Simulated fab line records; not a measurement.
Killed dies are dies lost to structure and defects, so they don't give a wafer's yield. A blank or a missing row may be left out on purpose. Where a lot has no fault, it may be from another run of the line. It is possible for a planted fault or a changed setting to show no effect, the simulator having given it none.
fab line records	flow gf180mcu
record: lots: 24	wafers: 72	last-day: 34
route steps=602 shown CONTACT@289 V1@336 V3@446 V5@542 PASSIVATION@601
lots that met no fault: from a run of the same line without faults
start-h: the number of hours between the record's first day and the start of the first shown wafer of the lot	wait-h: how many hours have passed since the lot's step before this one	" repeats the value in the row above	L1.1+2: a row that stands for several wafers	- either no value or no given start	* or withheld: withheld	< > ~ a bound
route shown NAME@n: a module of which the file shows steps, and the number in the route of the first	usual: mean/standard deviation of fault-free wafers	same: alike in all rows	chamber/n: place in a boat	sites: readings site by site	_std_site: standard deviation across them	_edge_site: mean of outer sites minus mean of inner sites	radius-mm: how far each site lies from the wafer's centre	mask NAME#n: copy n	behind: the last tool/chamber to shape the wafer	hold: why the lot was held/for how many hours/how that ended	device: the transistor (n, p or np) that didn't switch	end of line: the same wafers' tests at the end of the route	for a step that has no rows: nothing shown but its recipe	killed: the dies lost at the first sort to structure and to defects; this is not the yield of the wafer	map: dies across one wafer; x = killed, . = not, _ = none there
set.NAME: setting as actually run; set.NAME@STEP: the setting as run at that earlier step	model.NAME: the simulator's own value behind a step, which no gauge read
a sample of lots followed through the steps of the route, with each step as a table and each wafer as a row
services: a tool's chamber out of use, with start hour (start-h, from the record's first day; less than 0 if before it), hours out, and reason
== steps ==
step: GF_CONTACT_CVD_02
recipe: material: SiO2	target-thk-nm: 860	precursor: TEOS	temp-c: 400	time-s: 95.992	rf-w: 600
usual: heater-power-w: 669/100
lot.wafer	tool	chamber	start-h	wait-h	heater-power-w
L074.1	pecvd-04	2	335.86	0.1	762
L074.3	"	1	"	"	639
L074.4	"	1	"	"	708
L076.2	pecvd-04	2	359.36	0.0	726
L076.3	"	0	"	"	808
L076.5	"	0	"	"	853
L075.3	pecvd-03	1	359.96	0.0	789
L075.4	"	1	"	"	626
L075.6	"	2	"	"	709
L077.2	pecvd-04	1	368.84	0.0	731
L077.4	"	1	"	"	748
L077.5	"	0	"	"	836
L078.2	pecvd-02	1	378.08	0.0	506
L078.3	"	0	"	"	749
L078.4	"	1	"	"	533
L079.2	pecvd-02	1	382.66	0.0	496
L079.3	"	2	"	"	695
L079.4	"	1	"	"	537
L080.2	pecvd-02	2	388.31	0.0	827
L080.3	"	0	"	"	743
L080.4	"	2	"	"	828
L081.1	pecvd-02	2	403.50	0.1	817
L081.4	"	0	"	"	719
L081.5	"	1	"	"	539
L082.1	pecvd-02	2	409.82	0.1	670
L082.4	"	2	"	"	756
L082.6	"	1	"	"	502
L083.2	pecvd-04	2	417.19	0.0	752
L083.3	"	0	"	"	760
L083.4	"	1	"	"	713
L084.1	pecvd-03	1	425.12	0.1	715
L084.2	"	0	"	"	554
L084.4	"	2	"	"	547
L085.2	pecvd-02	1	435.56	0.0	493
L085.4	"	0	"	"	725
L085.6	"	2	"	"	668
L086.1	pecvd-04	0	445.40	0.1	748
L086.2	"	1	"	"	649
L086.4	"	0	"	"	796
L087.2	pecvd-04	0	452.25	0.0	778
L087.3	"	1	"	"	735
L087.6	"	2	"	"	623
L088.4	pecvd-03	2	461.29	0.1	675
L088.5	"	1	"	"	579
L088.6	"	0	"	"	467
L089.1	pecvd-04	1	469.89	0.1	712
L089.2	"	2	"	"	705
L089.6	"	0	"	"	796
L090.1	pecvd-03	0	476.80	0.1	582
L090.2	"	2	"	"	559
L090.5	"	1	"	"	596
L091.2	pecvd-03	1	488.18	0.0	745
L091.5	"	0	"	"	473
L091.6	"	2	"	"	630
L092.3	pecvd-04	0	499.61	0.0	718
L092.5	"	0	"	"	792
L092.6	"	2	"	"	621
L093.1	pecvd-03	1	511.17	0.1	696
L093.3	"	0	"	"	567
L093.4	"	0	"	"	592
L094.1	pecvd-03	2	514.59	0.1	670
L094.3	"	0	"	"	505
L094.6	"	0	"	"	547
L095.1	pecvd-02	1	517.81	0.1	494
L095.3	"	2	"	"	772
L095.6	"	0	"	"	758
L096.1	pecvd-03	0	521.38	0.1	499
L096.2	"	1	"	"	634
L096.3	"	2	"	"	556
L097.3	pecvd-03	0	535.68	0.0	530
L097.4	"	0	"	"	586
L097.5	"	1	"	"	588
step: GF_CONTACT_THK_MEAS_03
recipe: reads: SiO2_of_CONTACT_CVD_02
usual: CONTACT_CVD_02_THK: 859/10
lot.wafer	tool	chamber	start-h	wait-h	CONTACT_CVD_02_THK[nm]
L074.1	film-metro-01	-	335.93	0.0	859
L074.3	"	-	"	"	854
L074.4	"	-	"	"	864
L076.2	film-metro-01	-	359.44	0.0	849
L076.3	"	-	"	"	839
L076.5	"	-	"	"	868
L075.3	film-metro-03	-	360.05	0.1	851
L075.4	"	-	"	"	865
L075.6	"	-	"	"	872
L077.2	film-metro-02	-	368.92	0.0	843
L077.4	"	-	"	"	861
L077.5	"	-	"	"	864
L078.2	film-metro-01	-	378.16	0.0	851
L078.3	"	-	"	"	857
L078.4	"	-	"	"	866
L079.2	film-metro-01	-	382.74	0.0	840
L079.3	"	-	"	"	847
L079.4	"	-	"	"	857
L080.2	film-metro-02	-	388.39	0.0	845
L080.3	"	-	"	"	851
L080.4	"	-	"	"	869
L081.1	film-metro-03	-	403.57	0.0	845
L081.4	"	-	"	"	863
L081.5	"	-	"	"	851
L082.1	film-metro-02	-	409.89	0.0	844
L082.4	"	-	"	"	853
L082.6	"	-	"	"	855
L083.2	film-metro-03	-	417.27	0.0	853
L083.3	"	-	"	"	849
L083.4	"	-	"	"	859
L084.1	film-metro-02	-	425.19	0.0	856
L084.2	"	-	"	"	866
L084.4	"	-	"	"	881
L085.2	film-metro-02	-	435.64	0.0	855
L085.4	"	-	"	"	869
L085.6	"	-	"	"	863
L086.1	film-metro-01	-	445.47	0.0	849
L086.2	"	-	"	"	852
L086.4	"	-	"	"	872
L087.2	film-metro-01	-	452.33	0.0	851
L087.3	"	-	"	"	844
L087.6	"	-	"	"	858
L088.4	film-metro-03	-	461.35	0.0	867
L088.5	"	-	"	"	857
L088.6	"	-	"	"	869
L089.1	film-metro-02	-	469.96	0.0	851
L089.2	"	-	"	"	850
L089.6	"	-	"	"	852
L090.1	film-metro-02	-	476.87	0.0	854
L090.2	"	-	"	"	849
L090.5	"	-	"	"	848
L091.2	film-metro-03	-	488.26	0.0	843
L091.5	"	-	"	"	870
L091.6	"	-	"	"	876
L092.3	film-metro-03	-	499.70	0.1	860
L092.5	"	-	"	"	866
L092.6	"	-	"	"	862
L093.1	film-metro-03	-	511.24	0.0	856
L093.3	"	-	"	"	860
L093.4	"	-	"	"	870
L094.1	film-metro-01	-	514.66	0.0	857
L094.3	"	-	"	"	869
L094.6	"	-	"	"	865
L095.1	film-metro-01	-	517.88	0.0	856
L095.3	"	-	"	"	859
L095.6	"	-	"	"	876
L096.1	film-metro-03	-	521.45	0.0	868
L096.2	"	-	"	"	864
L096.3	"	-	"	"	880
L097.3	film-metro-03	-	535.77	0.1	850
L097.4	"	-	"	"	866
L097.5	"	-	"	"	868
step: GF_V1_THK_MEAS_01
recipe: reads: SiO2_of_V1_CVD_00
usual: V1_CVD_00_THK: 596/5.6
lot.wafer	tool	chamber	start-h	wait-h	V1_CVD_00_THK[nm]
L074.1	film-metro-04	-	382.80	0.0	597
L074.3	"	-	"	"	599
L074.4	"	-	"	"	603
L076.2	film-metro-02	-	407.91	0.0	598
L076.3	"	-	"	"	596
L076.5	"	-	"	"	593
L075.3	film-metro-01	-	409.47	0.1	594
L075.4	"	-	"	"	604
L075.6	"	-	"	"	600
L077.2	film-metro-01	-	417.91	0.0	601
L077.4	"	-	"	"	597
L077.5	"	-	"	"	597
L078.2	film-metro-02	-	428.19	0.0	600
L078.3	"	-	"	"	595
L078.4	"	-	"	"	594
L079.2	film-metro-04	-	432.07	0.0	593
L079.3	"	-	"	"	590
L079.4	"	-	"	"	597
L080.2	film-metro-04	-	438.21	0.0	599
L080.3	"	-	"	"	602
L080.4	"	-	"	"	614
L081.1	film-metro-01	-	455.03	0.0	605
L081.4	"	-	"	"	597
L081.5	"	-	"	"	608
L082.1	film-metro-04	-	460.43	0.0	593
L082.4	"	-	"	"	587
L082.6	"	-	"	"	595
L083.2	film-metro-04	-	468.53	0.0	598
L083.3	"	-	"	"	599
L083.4	"	-	"	"	600
L084.1	film-metro-04	-	476.06	0.0	599
L084.2	"	-	"	"	603
L084.4	"	-	"	"	596
L085.2	film-metro-01	-	487.09	0.0	591
L085.4	"	-	"	"	589
L085.6	"	-	"	"	590
L086.1	film-metro-01	-	495.26	0.0	598
L086.2	"	-	"	"	594
L086.4	"	-	"	"	591
L087.2	film-metro-02	-	504.04	0.0	595
L087.3	"	-	"	"	598
L087.6	"	-	"	"	595
L088.4	film-metro-02	-	511.78	0.0	601
L088.5	"	-	"	"	606
L088.6	"	-	"	"	607
L089.1	film-metro-01	-	519.90	0.0	597
L089.2	"	-	"	"	595
L089.6	"	-	"	"	593
L090.1	film-metro-04	-	526.81	0.0	584
L090.2	"	-	"	"	591
L090.5	"	-	"	"	591
L091.2	film-metro-02	-	538.23	0.0	590
L091.5	"	-	"	"	591
L091.6	"	-	"	"	591
L092.3	film-metro-04	-	548.07	0.1	588
L092.5	"	-	"	"	592
L092.6	"	-	"	"	587
L093.1	film-metro-04	-	559.10	0.0	582
L093.3	"	-	"	"	587
L093.4	"	-	"	"	592
L094.1	film-metro-04	-	562.88	0.0	599
L094.3	"	-	"	"	597
L094.6	"	-	"	"	598
L095.1	film-metro-01	-	564.93	0.0	591
L095.3	"	-	"	"	598
L095.6	"	-	"	"	587
L096.1	film-metro-01	-	568.91	0.0	595
L096.2	"	-	"	"	595
L096.3	"	-	"	"	593
L097.3	film-metro-02	-	582.42	0.1	601
L097.4	"	-	"	"	608
L097.5	"	-	"	"	598
step: GF_V3_ETCH_17
recipe: chemistry: C4F8/O2/Ar	mask-material: KrF	target: SiO2	stop-on: TiN	source-w: 1500	bias-w: 1200	pressure-mtorr: 40	c4f8-flow-sccm: withheld	O2_flow_sccm: 6	Ar_flow_sccm: 300	time-s: withheld	target-depth-a: 6350
usual: oes-product-au: 0.856/0.0046
lot.wafer	tool	chamber	start-h	wait-h	oes-product-au
L074.1	rie-diel-03	0	-	-	0.857
L074.3	"	2	"	"	0.856
L074.4	"	0	"	"	0.856
L076.2	rie-diel-02	0	-	-	0.854
L076.3	"	2	"	"	0.863
L076.5	"	0	"	"	0.857
L075.3	rie-diel-02	2	-	-	0.863
L075.4	"	1	"	"	0.856
L075.6	"	1	"	"	0.859
L077.2	rie-diel-02	3	-	-	0.846
L077.4	"	0	"	"	0.846
L077.5	"	1	"	"	0.855
L078.2	rie-diel-04	3	-	-	0.854
L078.3	"	2	"	"	0.854
L078.4	"	1	"	"	0.852
L079.2	rie-diel-02	0	-	-	0.864
L079.3	"	2	"	"	0.860
L079.4	"	1	"	"	0.855
L080.2	rie-diel-04	3	-	-	0.857
L080.3	"	1	"	"	0.853
L080.4	"	0	"	"	0.846
L081.1	rie-diel-02	3	-	-	0.851
L081.4	"	2	"	"	0.868
L081.5	"	3	"	"	0.861
L082.1	rie-diel-02	0	-	-	0.856
L082.4	"	2	"	"	0.856
L082.6	"	3	"	"	0.862
L083.2	rie-diel-04	1	-	-	0.853
L083.3	"	3	"	"	0.859
L083.4	"	0	"	"	0.854
L084.1	rie-diel-02	2	-	-	0.852
L084.2	"	3	"	"	0.862
L084.4	"	1	"	"	0.860
L085.2	rie-diel-04	2	-	-	0.857
L085.4	"	3	"	"	0.866
L085.6	"	2	"	"	0.859
L086.1	rie-diel-02	2	-	-	0.851
L086.2	"	1	"	"	0.853
L086.4	"	0	"	"	0.864
L087.2	rie-diel-04	2	-	-	0.856
L087.3	"	1	"	"	0.857
L087.6	"	0	"	"	0.852
L088.4	rie-diel-03	1	-	-	0.858
L088.5	"	0	"	"	0.864
L088.6	"	2	"	"	0.858
L089.1	rie-diel-04	1	-	-	0.853
L089.2	"	0	"	"	0.854
L089.6	"	3	"	"	0.862
L090.1	rie-diel-04	1	-	-	0.860
L090.2	"	2	"	"	0.861
L090.5	"	0	"	"	0.866
L091.2	rie-diel-04	2	-	-	0.859
L091.5	"	1	"	"	0.856
L091.6	"	0	"	"	0.854
L092.3	rie-diel-03	0	-	-	0.859
L092.5	"	0	"	"	0.860
L092.6	"	1	"	"	0.853
L093.1	rie-diel-02	3	-	-	0.864
L093.3	"	2	"	"	0.861
L093.4	"	3	"	"	0.862
L094.1	rie-diel-04	1	-	-	0.848
L094.3	"	3	"	"	0.852
L094.6	"	0	"	"	0.861
L095.1	rie-diel-04	0	-	-	0.855
L095.3	"	3	"	"	0.852
L095.6	"	0	"	"	0.857
L096.1	rie-diel-03	3	-	-	0.853
L096.2	"	2	"	"	0.851
L096.3	"	1	"	"	0.855
L097.3	rie-diel-02	0	-	-	0.854
L097.4	"	2	"	"	0.853
L097.5	"	1	"	"	0.857
step: GF_V5_CVD_02
recipe: material: SiO2	target-thk-nm: 1450	precursor: TEOS	temp-c: 400	time-s: 163.28	rf-w: 600
usual: heater-power-w: 585/110
lot.wafer	tool	chamber	start-h	wait-h	heater-power-w
L074.1	pecvd-02	2	602.49	0.1	788
L074.3	"	1	"	"	461
L074.4	"	1	"	"	532
L076.2	pecvd-03	1	626.24	0.0	727
L076.3	"	0	"	"	529
L076.5	"	1	"	"	581
L075.3	pecvd-01	2	626.59	0.0	654
L075.4	"	2	"	"	552
L075.6	"	0	"	"	478
L077.2	pecvd-02	0	634.21	0.0	750
L077.4	"	1	"	"	429
L077.5	"	0	"	"	607
L078.2	pecvd-01	2	642.55	0.0	677
L078.3	"	0	"	"	471
L078.4	"	2	"	"	545
L079.2	pecvd-01	1	645.16	0.0	630
L079.3	"	0	"	"	497
L079.4	"	1	"	"	491
L080.2	pecvd-02	0	650.95	0.0	750
L080.3	"	1	"	"	499
L080.4	"	0	"	"	593
L081.1	pecvd-01	0	664.99	0.1	503
L081.4	"	2	"	"	645
L081.5	"	0	"	"	387
L082.1	pecvd-03	1	670.17	0.1	661
L082.4	"	0	"	"	485
L082.6	"	2	"	"	703
L083.2	pecvd-03	2	676.47	0.0	709
L083.3	"	1	"	"	677
L083.4	"	0	"	"	493
L084.1	pecvd-02	1	683.51	0.1	521
L084.2	"	0	"	"	761
L084.4	"	2	"	"	684
L085.2	pecvd-03	2	691.36	0.0	702
L085.4	"	1	"	"	703
L085.6	"	0	"	"	465
L086.1	pecvd-02	0	697.64	0.1	595
L086.2	"	1	"	"	536
L086.4	"	0	"	"	690
L087.2	pecvd-02	2	704.10	0.0	684
L087.3	"	0	"	"	601
L087.6	"	1	"	"	532
L088.4	pecvd-01	1	710.49	0.1	481
L088.5	"	0	"	"	381
L088.6	"	2	"	"	643
L089.1	pecvd-01	1	716.81	0.1	605
L089.2	"	2	"	"	682
L089.6	"	1	"	"	489
L090.1	pecvd-01	1	720.77	0.1	583
L090.2	"	2	"	"	700
L090.5	"	0	"	"	479
L091.2	pecvd-03	2	731.82	0.0	616
L091.5	"	1	"	"	718
L091.6	"	0	"	"	483
L092.3	pecvd-01	1	739.28	0.0	609
L092.5	"	1	"	"	496
L092.6	"	2	"	"	553
L093.1	pecvd-02	1	747.73	0.1	548
L093.3	"	0	"	"	676
L093.4	"	0	"	"	751
L094.1	pecvd-01	1	750.60	0.1	608
L094.3	"	2	"	"	684
L094.6	"	2	"	"	541
L095.1	pecvd-01	2	752.35	0.1	560
L095.3	"	1	"	"	568
L095.6	"	1	"	"	614
L096.1	pecvd-01	2	755.28	0.1	675
L096.2	"	1	"	"	620
L096.3	"	0	"	"	490
L097.3	pecvd-01	1	764.03	0.0	523
L097.4	"	1	"	"	599
L097.5	"	0	"	"	378
step: GF_PASSIVATION_BOW_MEAS_14
recipe: mode: bow
usual: PASSIVATION_BOW: 137/11
lot.wafer	tool	chamber	start-h	wait-h	PASSIVATION_BOW[um]
L074.1	film-metro-02	-	671.26	0.0	152
L074.3	"	-	"	"	154
L074.4	"	-	"	"	158
L076.2	film-metro-03	-	689.87	0.0	119
L076.3	"	-	"	"	112
L076.5	"	-	"	"	112
L075.3	film-metro-01	-	691.40	0.0	159
L075.4	"	-	"	"	138
L075.6	"	-	"	"	152
L077.2	film-metro-03	-	697.64	0.0	128
L077.4	"	-	"	"	132
L077.5	"	-	"	"	141
L078.2	film-metro-03	-	704.98	0.0	126
L078.3	"	-	"	"	133
L078.4	"	-	"	"	132
L079.2	film-metro-03	-	708.09	0.0	125
L079.3	"	-	"	"	130
L079.4	"	-	"	"	141
L080.2	film-metro-01	-	712.79	0.0	136
L080.3	"	-	"	"	136
L080.4	"	-	"	"	134
L081.1	film-metro-01	-	724.87	0.0	128
L081.4	"	-	"	"	119
L081.5	"	-	"	"	137
L082.1	film-metro-01	-	730.58	0.0	148
L082.4	"	-	"	"	137
L082.6	"	-	"	"	137
L083.2	film-metro-01	-	737.24	0.1	131
L083.3	"	-	"	"	132
L083.4	"	-	"	"	129
L084.1	film-metro-01	-	742.89	0.0	128
L084.2	"	-	"	"	159
L084.4	"	-	"	"	153
L085.2	film-metro-01	-	750.84	0.0	131
L085.4	"	-	"	"	134
L085.6	"	-	"	"	128
L086.1	film-metro-03	-	755.82	0.0	139
L086.2	"	-	"	"	136
L086.4	"	-	"	"	145
L087.2	film-metro-01	-	760.34	0.0	138
L087.3	"	-	"	"	128
L087.6	"	-	"	"	124
L088.4	film-metro-01	-	766.98	0.1	131
L088.5	"	-	"	"	126
L088.6	"	-	"	"	124
L089.1	film-metro-02	-	772.46	0.0	142
L089.2	"	-	"	"	131
L089.6	"	-	"	"	158
L090.1	film-metro-03	-	781.78	0.0	154
L090.2	"	-	"	"	132
L090.5	"	-	"	"	137
L091.2	film-metro-01	-	786.29	0.0	137
L091.5	"	-	"	"	129
L091.6	"	-	"	"	121
L092.3	film-metro-03	-	793.46	0.0	161
L092.5	"	-	"	"	157
L092.6	"	-	"	"	150
L093.1	film-metro-03	-	800.71	0.0	151
L093.3	"	-	"	"	134
L093.4	"	-	"	"	144
L094.1	film-metro-03	-	802.51	0.1	138
L094.3	"	-	"	"	144
L094.6	"	-	"	"	133
L095.1	film-metro-02	-	804.22	0.0	136
L095.3	"	-	"	"	134
L095.6	"	-	"	"	138
L096.1	film-metro-02	-	807.61	0.0	129
L096.2	"	-	"	"	133
L096.3	"	-	"	"	141
L097.3	film-metro-02	-	814.96	0.0	137
L097.4	"	-	"	"	126
L097.5	"	-	"	"	123
== services ==
tool	chamber	start-h	hours	kind
pecvd-03	-	322.43	14.6	pm
rie-diel-04	1	325.18	6.7	repair
pecvd-03	2	354.17	3.6	repair
rie-diel-04	0	359.97	5.9	repair
pecvd-01	0	363.74	5.7	repair
pecvd-03	-	368.88	14.0	pm
rie-diel-02	3	379.17	5.3	repair
rie-diel-04	-	381.66	2.8	pm
rie-diel-04	3	398.07	3.3	repair
rie-diel-04	2	398.86	46.9	repair
rie-diel-02	-	423.43	0.5	repair
rie-diel-02	1	428.41	24.2	repair
pecvd-02	0	490.37	2.8	repair
pecvd-01	-	513.72	5.5	pm
pecvd-02	1	573.48	15.7	repair
pecvd-01	-	576.23	1.3	repair
pecvd-03	-	597.70	28.1	pm
pecvd-03	-	662.93	0.8	repair
pecvd-01	2	673.82	22.3	repair
pecvd-02	-	691.23	1.2	repair
pecvd-03	-	724.18	2.8	pm
pecvd-01	-	738.49	0.6	repair
pecvd-02	-	751.96	6.0	pm
pecvd-01	-	753.91	0.8	repair
== key ==
fault none
